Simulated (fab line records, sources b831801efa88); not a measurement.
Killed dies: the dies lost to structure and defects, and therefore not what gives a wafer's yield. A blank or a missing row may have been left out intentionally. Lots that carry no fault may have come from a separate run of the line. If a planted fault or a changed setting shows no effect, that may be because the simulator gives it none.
Chamber matching :: flow sky130 :: SKY_POLY_GATE_ETCH_17 on rieSi-02 has 4 sister chambers
The step etches poly-Si in HBr/Cl2, stops on SiO2, target depth 180 nm, time 70.5 s. 4 wafers are shown with their chamber, then 8 later ones without.

WAFERS PAIRED WITH THEIR CHAMBERS
wafer: L514.6
chamber: 0
oesProductAu (a.u.): 0.984

wafer: L515.4
chamber: 3
oesProductAu (a.u.): 0.986

wafer: L515.6
chamber: 1
oesProductAu (a.u.): 0.977

wafer: L517.1
chamber: 2
oesProductAu (a.u.): 0.988

WAFERS WHOSE CHAMBER IS MISSING
wafer: L517.2
oesProductAu (a.u.): 0.985

wafer: L517.3
oesProductAu (a.u.): 0.988

wafer: L522.1
oesProductAu (a.u.): 0.981

wafer: L522.2
oesProductAu (a.u.): 0.989

wafer: L522.6
oesProductAu (a.u.): 0.991

wafer: L530.2
oesProductAu (a.u.): 0.986

wafer: L530.4
oesProductAu (a.u.): 0.995

wafer: L530.5
oesProductAu (a.u.): 0.991

THE CHAMBER EACH PASSED THROUGH
wafer: L517.2
from the rows above: can't be placed: 0 or 3 or 2
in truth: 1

wafer: L517.3
from the rows above: can't be placed: 2 or 3 or 0
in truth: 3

wafer: L522.1
from the rows above: can't be placed: 0 or 1 or 3 or 2
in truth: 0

wafer: L522.2
from the rows above: can't be placed: 2 or 3 or 0
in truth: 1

wafer: L522.6
from the rows above: can't be placed: 2 or 3 or 0
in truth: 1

wafer: L530.2
from the rows above: can't be placed: 3 or 0 or 2
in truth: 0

wafer: L530.4
from the rows above: can't be placed: 2 or 3 or 0
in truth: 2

wafer: L530.5
from the rows above: can't be placed: 2 or 3 or 0
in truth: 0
Correctly placed: 0 of 8. Cannot be placed on the basis of these rows: 8; the candidates contain the true chamber in 5. Placed wrongly: 0.
How it was worked out, from the rows above alone: a wafer's distance from a chamber is the root of the sum, over the readings, of the square of ((its reading less the chamber's mean) divided by the reading's scatter). The wafer belongs to the nearest chamber; if the next one is less than 2 further off, it can't be placed. For every chamber, the mean is computed from those of its wafers that are shown. The scatter: root of mean squared gap, hidden wafer to nearest shown wafer, with one shown wafer a chamber.
